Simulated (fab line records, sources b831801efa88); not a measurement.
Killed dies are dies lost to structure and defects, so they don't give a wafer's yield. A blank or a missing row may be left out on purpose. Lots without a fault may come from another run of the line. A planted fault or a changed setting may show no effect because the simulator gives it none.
A struck lot beside a sound one | flow sky130 | 16 steps out of a route of 708
Sound: wafers L580.1, L580.2, L580.5. Struck: wafers L571.1, L571.4, L571.6. The cause comes at the end.
At each step with rows: each side's tool, then ch and its chambers, then its first start. Under that, the readings that differ: sound wafers | struck wafers | difference of the means | sigmas: that difference in standard deviations of wafers without a fault.
alike: readings whose means differ by less than 2 such deviations, and words and numbers that are the same on both sides. not compared: withheld readings, readings that some wafer has no value for, bounds like >300 that may hide the same value, and numbers for which the record gives no deviation and whose values overlap.
The two part at a step that has a row with sigmas, a row that says differs or no value, or rows on one side only. Numbers that don't overlap but have no deviation are shown without sigmas and don't part them. A reading that every wafer of one side lacks parts them only if that side has two wafers or more.

SKY_VIA1_BOW_MEAS_03:
  sound on film_metro-01, day 39 00:08; struck on film_metro-02, day 36 13:56
  alike: VIA1_BOW
then, 8 steps without rows for these wafers: SKY_VIA1_DEHYDRATE_04 (time 60 s); SKY_VIA1_HMDS_05 (prime time 60 s); SKY_VIA1_COAT_06 (resist thk 60 nm); SKY_VIA1_COAT_07 (resist thk 450 nm); SKY_VIA1_SOFTBAKE_08 (time 90 s); SKY_VIA1_EXPOSE_09 (exposes mask VIM, target cd 150 nm); SKY_VIA1_PEB_10; SKY_VIA1_DEVELOP_11 (develop time 60 s).
SKY_VIA1_CD_MEAS_12: target cd 150 nm.
  sound on cd_sem-02, day 40 00:14; struck on cd_sem-02, day 37 15:02
  alike: cd_nm
SKY_VIA1_OVL_MEAS_13:
  sound on overlay-02, day 40 00:22; struck on overlay-02, day 37 15:10
  alike: VIA1_OVL
SKY_VIA1_ETCH_14: etches BARC in N2/H2, stops on SiO2, time 45.9 s, target depth 60 nm.
  sound on rie_diel-01 ch 1,2,3, day 40 00:24; struck on rie_diel-02 ch 0,2, day 37 15:12
  alike: drypump_motor_current_A, n2_flow_sccm, oes_product_au, throttle_valve_pct
  not compared: rf_hours_counter_h
SKY_VIA1_ETCH_15: etches SiO2 in C4F8/O2/Ar, stops on TiN, target depth 351 nm, time 54 s.
  sound on rie_diel-01 ch 1,2,3, day 40 00:26; struck on rie_diel-02 ch 0,2, day 37 15:14
  reading                                     | sound             | struck            | difference | sigmas
  model.KrF-thick_of_VIA1_COAT_07.thk_nm (nm) | 321.6 322.4 321.4 | 294 291.2 293     | -29        |
  model.VIA1.feature_depth_nm (nm)            | 343.9 344.8 345.1 | 348.5 350 349.7   | +4.8       |
  model.TiN_of_METAL1_SPUTTER_04.thk_nm (nm)  | 69.18 70.2 70.53  | 66.14 64.45 65.77 | -4.52      |
  alike: oes_product_au
  not compared: rf_hours_counter_h
SKY_VIA1_STRIP_16: strips in O2/N2.
  sound on plasma_asher-02 ch 0,1, day 40 00:29; struck on plasma_asher-02 ch 0,1, day 37 15:17
  reading                      | sound             | struck            | difference | sigmas
  n2_flow_sccm (sccm)          | 298.3 299.8 299.2 | 300.2 301.6 301.4 | +2.0       | +2
  oes_product_au (a.u.)        | 0.411 0.418 0.418 | 0.401 0.400 0.406 | -0.013     | -3
  strip_time_to_endpoint_s (s) | 4.435 4.460 4.424 | 4.152 4.130 4.142 | -0.298     | -13
  alike: drypump_motor_current_A
  not compared: rf_hours_counter_h
then, 1 step without rows for these wafers: SKY_VIA1_STRIP_17 (strips in post etch residue remover, time 1200 s).
-- the record jumps here: 11 days lie between the struck wafers' starts before and after (it left off in module VIA1 and takes up again in module PAD_OPEN, whose first step shown is number 708 of the route) --
SKY_PAD_OPEN_PROBE_99:
  sound on prober-01, day 50 06:48; struck on prober-02, day 48 13:55
  alike: defect_limited_yield, killed_at_M0_to_M3, killed_at_M4_up, killed_at_contacts, killed_at_front_end, killed_at_other, killed_dies, killed_open, killed_short, sort_bin_3_pad_short, sort_bin_5_function, sort_bin_6_memory, sort_n_pass, sort_yield_pct

WHERE THEY PART
Only at SKY_VIA1_STRIP_16, within this record. Later steps at which nothing parts them and some readings are alike: SKY_PAD_OPEN_PROBE_99.

WHY: what the simulator had put in
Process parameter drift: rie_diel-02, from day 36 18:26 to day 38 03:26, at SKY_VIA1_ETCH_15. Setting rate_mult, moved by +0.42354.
